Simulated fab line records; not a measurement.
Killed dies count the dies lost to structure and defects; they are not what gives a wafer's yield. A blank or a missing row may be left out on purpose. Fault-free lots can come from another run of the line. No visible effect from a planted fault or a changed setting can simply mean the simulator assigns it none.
Which tool was responsible? || flow sky130 || 12 lots with 36 wafers sampled at 5 steps, on a route of 708 steps

== WHAT THE GAUGES READ, wafer by wafer ==
SKY_LDD_P_CD_MEAS_07 targets a cd of 380 nm. Usual: cd nm at 380.3 nm, with a standard deviation of 2.3.
{"lot": "L492", "measured": "day 20 02:23", "on": "cd sem-01", "cd nm (nm)": "383.6 383.7 384.9", "flag": ""}
{"lot": "L493", "measured": "day 20 02:08", "on": "cd sem-02", "cd nm (nm)": "382.2 383.2 381.4", "flag": ""}
{"lot": "L494", "measured": "day 20 09:29", "on": "cd sem-01", "cd nm (nm)": "372.5 367.0 371.0", "flag": "OFF"}
{"lot": "L495", "measured": "day 20 20:04", "on": "cd sem-02", "cd nm (nm)": "371.3 373.6 368.6", "flag": "OFF"}
{"lot": "L502", "measured": "day 23 13:26", "on": "cd sem-01", "cd nm (nm)": "381.5 382.9 382.7", "flag": ""}
{"lot": "L503", "measured": "day 23 21:44", "on": "cd sem-02", "cd nm (nm)": "378.3 377.2 379.6", "flag": ""}
{"lot": "L506", "measured": "day 24 20:41", "on": "cd sem-01", "cd nm (nm)": "378.9 378.2 378.6", "flag": ""}
{"lot": "L507", "measured": "day 25 04:25", "on": "cd sem-02", "cd nm (nm)": "383.9 384.6 384.6", "flag": ""}
{"lot": "L509", "measured": "day 25 21:59", "on": "cd sem-02", "cd nm (nm)": "377.0 376.5 379.1", "flag": ""}
{"lot": "L510", "measured": "day 26 04:32", "on": "cd sem-01", "cd nm (nm)": "381.5 378.7 379.3", "flag": ""}
{"lot": "L512", "measured": "day 26 17:29", "on": "cd sem-02", "cd nm (nm)": "382.3 384.3 381.5", "flag": ""}
{"lot": "L513", "measured": "day 27 04:46", "on": "cd sem-02", "cd nm (nm)": "379.4 379.4 377.4", "flag": ""}

SKY_SPACER_THK_MEAS_01. Usual: for SPACER_CVD_00_THK the level is 43.1 nm and the standard deviation is 0.5.
{"lot": "L492", "measured": "day 24 00:38", "on": "film metro-03", "SPACER_CVD_00_THK (nm)": "43.2 42.9 42.6", "flag": ""}
{"lot": "L493", "measured": "day 23 23:27", "on": "film metro-02", "SPACER_CVD_00_THK (nm)": "43.7 43.7 43.6", "flag": ""}
{"lot": "L494", "measured": "day 24 08:08", "on": "film metro-04", "SPACER_CVD_00_THK (nm)": "42.4 42.3 42.5", "flag": ""}
{"lot": "L495", "measured": "day 24 19:11", "on": "film metro-04", "SPACER_CVD_00_THK (nm)": "42.3 42.4 42.1", "flag": ""}
{"lot": "L502", "measured": "day 27 07:12", "on": "film metro-02", "SPACER_CVD_00_THK (nm)": "43.7 43.9 44.1", "flag": ""}
{"lot": "L503", "measured": "day 27 15:49", "on": "film metro-03", "SPACER_CVD_00_THK (nm)": "42.8 43.1 42.9", "flag": ""}
{"lot": "L506", "measured": "day 28 11:42", "on": "film metro-04", "SPACER_CVD_00_THK (nm)": "42.5 42.5 42.2", "flag": ""}
{"lot": "L507", "measured": "day 28 19:42", "on": "film metro-04", "SPACER_CVD_00_THK (nm)": "42.7 42.6 42.6", "flag": ""}
{"lot": "L509", "measured": "day 29 14:02", "on": "film metro-04", "SPACER_CVD_00_THK (nm)": "43.1 42.8 42.4", "flag": ""}
{"lot": "L510", "measured": "day 29 20:14", "on": "film metro-02", "SPACER_CVD_00_THK (nm)": "42.4 42.6 42.5", "flag": ""}
{"lot": "L512", "measured": "day 30 10:26", "on": "film metro-02", "SPACER_CVD_00_THK (nm)": "43.2 43.8 43.5", "flag": ""}
{"lot": "L513", "measured": "day 30 19:26", "on": "film metro-04", "SPACER_CVD_00_THK (nm)": "43.1 43.0 43.0", "flag": ""}

== TOOL THAT RAN EACH LOT (tool first, then ch and the chambers of the sampled wafers, then the start) ==
{"lot": "L492", "SKY_VT_ADJUST_NCORE_STRIP_10": "plasma asher-01 ch 0,1, day 9 08:41", "SKY_VT_ADJUST_PCH_STRIP_09": "plasma asher-01 ch 0,1, day 11 03:58", "SKY_LDD_P_EXPOSE_04": "iline stepper-01 ch 0, day 19 10:28"}
{"lot": "L493", "SKY_VT_ADJUST_NCORE_STRIP_10": "plasma asher-02 ch 0,1, day 9 11:40", "SKY_VT_ADJUST_PCH_STRIP_09": "plasma asher-02 ch 0,1, day 11 07:50", "SKY_LDD_P_EXPOSE_04": "iline stepper-02 ch 0, day 19 10:12"}
{"lot": "L494", "SKY_VT_ADJUST_NCORE_STRIP_10": "plasma asher-03 ch 0,1, day 9 18:38", "SKY_VT_ADJUST_PCH_STRIP_09": "plasma asher-01 ch 0,1, day 11 14:36", "SKY_LDD_P_EXPOSE_04": "iline stepper-01 ch 0, day 19 17:25"}
{"lot": "L495", "SKY_VT_ADJUST_NCORE_STRIP_10": "plasma asher-02 ch 0,1, day 10 01:43", "SKY_VT_ADJUST_PCH_STRIP_09": "plasma asher-01 ch 0,1, day 11 23:55", "SKY_LDD_P_EXPOSE_04": "iline stepper-01 ch 0, day 20 05:12"}
{"lot": "L502", "SKY_VT_ADJUST_NCORE_STRIP_10": "plasma asher-01 ch 0,1, day 12 03:10", "SKY_VT_ADJUST_PCH_STRIP_09": "plasma asher-01 ch 0,1, day 14 06:27", "SKY_LDD_P_EXPOSE_04": "iline stepper-02 ch 0, day 22 23:02"}
{"lot": "L503", "SKY_VT_ADJUST_NCORE_STRIP_10": "plasma asher-02 ch 0, day 12 09:58", "SKY_VT_ADJUST_PCH_STRIP_09": "plasma asher-01 ch 0,1, day 14 12:25", "SKY_LDD_P_EXPOSE_04": "iline stepper-01 ch 0, day 23 07:46"}
{"lot": "L506", "SKY_VT_ADJUST_NCORE_STRIP_10": "plasma asher-01 ch 0,1, day 13 05:13", "SKY_VT_ADJUST_PCH_STRIP_09": "plasma asher-01 ch 0,1, day 15 08:37", "SKY_LDD_P_EXPOSE_04": "iline stepper-01 ch 0, day 24 06:29"}
{"lot": "L507", "SKY_VT_ADJUST_NCORE_STRIP_10": "plasma asher-02 ch 0,1, day 13 13:07", "SKY_VT_ADJUST_PCH_STRIP_09": "plasma asher-02 ch 0,1, day 15 17:14", "SKY_LDD_P_EXPOSE_04": "iline stepper-01 ch 0, day 24 14:30"}
{"lot": "L509", "SKY_VT_ADJUST_NCORE_STRIP_10": "plasma asher-03 ch 0,1, day 14 02:22", "SKY_VT_ADJUST_PCH_STRIP_09": "plasma asher-01 ch 0,1, day 16 09:24", "SKY_LDD_P_EXPOSE_04": "iline stepper-02 ch 0, day 25 08:08"}
{"lot": "L510", "SKY_VT_ADJUST_NCORE_STRIP_10": "plasma asher-03 ch 0,1, day 14 12:26", "SKY_VT_ADJUST_PCH_STRIP_09": "plasma asher-04 ch 0,1, day 16 18:33", "SKY_LDD_P_EXPOSE_04": "iline stepper-02 ch 0, day 25 15:23"}
{"lot": "L512", "SKY_VT_ADJUST_NCORE_STRIP_10": "plasma asher-01 ch 0,1, day 15 02:41", "SKY_VT_ADJUST_PCH_STRIP_09": "plasma asher-04 ch 0,1, day 17 10:40", "SKY_LDD_P_EXPOSE_04": "iline stepper-01 ch 0, day 26 04:25"}
{"lot": "L513", "SKY_VT_ADJUST_NCORE_STRIP_10": "plasma asher-03 ch 0,1, day 15 10:28", "SKY_VT_ADJUST_PCH_STRIP_09": "plasma asher-01 ch 0, day 17 19:18", "SKY_LDD_P_EXPOSE_04": "iline stepper-02 ch 0, day 26 14:44"}
- SKY_VT_ADJUST_NCORE_STRIP_10: strips in O2/N2.
- SKY_VT_ADJUST_PCH_STRIP_09: strips in O2/N2.
- SKY_LDD_P_EXPOSE_04: exposes mask PSDM, target cd 380 nm.

== AS READ BY THE TOOLS THEMSELVES (means over the sampled wafers that have a number; for cases with no such wafer, the mark the record gives instead) ==
SKY_VT_ADJUST_NCORE_STRIP_10. Usual: drypump motor current A 6.0 A, standard deviation 0.57; oes product au 0.715 a.u., standard deviation 0.0042; strip time to endpoint s 14.22 s, standard deviation 0.043.
{"lot": "L492", "tool": "plasma asher-01", "drypump motor current A (A)": 5.9, "oes product au (a.u.)": 0.711, "strip time to endpoint s (s)": 14.26, "flag": ""}
{"lot": "L493", "tool": "plasma asher-02", "drypump motor current A (A)": 6.1, "oes product au (a.u.)": 0.714, "strip time to endpoint s (s)": 14.20, "flag": ""}
{"lot": "L494", "tool": "plasma asher-03", "drypump motor current A (A)": 6.4, "oes product au (a.u.)": 0.716, "strip time to endpoint s (s)": 14.26, "flag": ""}
{"lot": "L495", "tool": "plasma asher-02", "drypump motor current A (A)": 6.1, "oes product au (a.u.)": 0.714, "strip time to endpoint s (s)": 14.26, "flag": ""}
{"lot": "L502", "tool": "plasma asher-01", "drypump motor current A (A)": 5.5, "oes product au (a.u.)": 0.719, "strip time to endpoint s (s)": 14.28, "flag": ""}
{"lot": "L503", "tool": "plasma asher-02", "drypump motor current A (A)": 6.2, "oes product au (a.u.)": 0.714, "strip time to endpoint s (s)": 14.27, "flag": ""}
{"lot": "L506", "tool": "plasma asher-01", "drypump motor current A (A)": 6.0, "oes product au (a.u.)": 0.719, "strip time to endpoint s (s)": 14.21, "flag": ""}
{"lot": "L507", "tool": "plasma asher-02", "drypump motor current A (A)": 6.1, "oes product au (a.u.)": 0.716, "strip time to endpoint s (s)": 14.16, "flag": ""}
{"lot": "L509", "tool": "plasma asher-03", "drypump motor current A (A)": 6.4, "oes product au (a.u.)": 0.716, "strip time to endpoint s (s)": 14.24, "flag": ""}
{"lot": "L510", "tool": "plasma asher-03", "drypump motor current A (A)": 6.5, "oes product au (a.u.)": 0.715, "strip time to endpoint s (s)": 14.19, "flag": ""}
{"lot": "L512", "tool": "plasma asher-01", "drypump motor current A (A)": 5.9, "oes product au (a.u.)": 0.714, "strip time to endpoint s (s)": 14.22, "flag": ""}
{"lot": "L513", "tool": "plasma asher-03", "drypump motor current A (A)": 6.4, "oes product au (a.u.)": 0.713, "strip time to endpoint s (s)": 14.16, "flag": ""}

SKY_VT_ADJUST_PCH_STRIP_09. Usual: drypump motor current A 5.7 A, standard deviation 0.54; oes product au 0.722 a.u., standard deviation 0.0042; strip time to endpoint s 36.89 s, standard deviation 0.1.
{"lot": "L492", "tool": "plasma asher-01", "drypump motor current A (A)": 5.9, "oes product au (a.u.)": 0.725, "strip time to endpoint s (s)": 36.99, "flag": ""}
{"lot": "L493", "tool": "plasma asher-02", "drypump motor current A (A)": 6.1, "oes product au (a.u.)": 0.721, "strip time to endpoint s (s)": 36.91, "flag": ""}
{"lot": "L494", "tool": "plasma asher-01", "drypump motor current A (A)": 5.9, "oes product au (a.u.)": 0.719, "strip time to endpoint s (s)": 36.84, "flag": ""}
{"lot": "L495", "tool": "plasma asher-01", "drypump motor current A (A)": 5.9, "oes product au (a.u.)": 0.721, "strip time to endpoint s (s)": 37.01, "flag": ""}
{"lot": "L502", "tool": "plasma asher-01", "drypump motor current A (A)": 5.5, "oes product au (a.u.)": 0.725, "strip time to endpoint s (s)": 36.77, "flag": ""}
{"lot": "L503", "tool": "plasma asher-01", "drypump motor current A (A)": 5.9, "oes product au (a.u.)": 0.720, "strip time to endpoint s (s)": 36.67, "flag": ""}
{"lot": "L506", "tool": "plasma asher-01", "drypump motor current A (A)": 5.5, "oes product au (a.u.)": 0.722, "strip time to endpoint s (s)": 37.06, "flag": ""}
{"lot": "L507", "tool": "plasma asher-02", "drypump motor current A (A)": 6.1, "oes product au (a.u.)": 0.724, "strip time to endpoint s (s)": 36.91, "flag": ""}
{"lot": "L509", "tool": "plasma asher-01", "drypump motor current A (A)": 5.9, "oes product au (a.u.)": 0.727, "strip time to endpoint s (s)": 36.79, "flag": ""}
{"lot": "L510", "tool": "plasma asher-04", "drypump motor current A (A)": 5.4, "oes product au (a.u.)": 0.716, "strip time to endpoint s (s)": 37.00, "flag": ""}
{"lot": "L512", "tool": "plasma asher-04", "drypump motor current A (A)": 5.4, "oes product au (a.u.)": 0.722, "strip time to endpoint s (s)": 36.88, "flag": ""}
{"lot": "L513", "tool": "plasma asher-01", "drypump motor current A (A)": 5.0, "oes product au (a.u.)": 0.724, "strip time to endpoint s (s)": 36.81, "flag": ""}

== THE ANSWER, worked out from the rows above alone ==
Rule: lot off if the mean of its wafers having a number is beyond 3 standard deviations from the usual mean. Also off: a lot with no number at a reading for which 4 or more lots have one. Any other lot the step has rows for is counted as sound. The gauges are gone through in route order, then the tools' own readings, and for those a lot's mean is taken as printed above. The first step at which some lot is off is used, and at that step the reading that is off furthest; a lot without a number counts as furthest.
Off: L494, L495, at SKY_LDD_P_CD_MEAS_07 (cd nm).
If a tool, at a process step before that reading, ran all the lots that are off and no sound lot after the first of them, it fits. Those tools and the gauges at SKY_LDD_P_CD_MEAS_07 are tried in the same way. No candidate that was tried fits.

== WHAT THE SIMULATOR PUT IN ==
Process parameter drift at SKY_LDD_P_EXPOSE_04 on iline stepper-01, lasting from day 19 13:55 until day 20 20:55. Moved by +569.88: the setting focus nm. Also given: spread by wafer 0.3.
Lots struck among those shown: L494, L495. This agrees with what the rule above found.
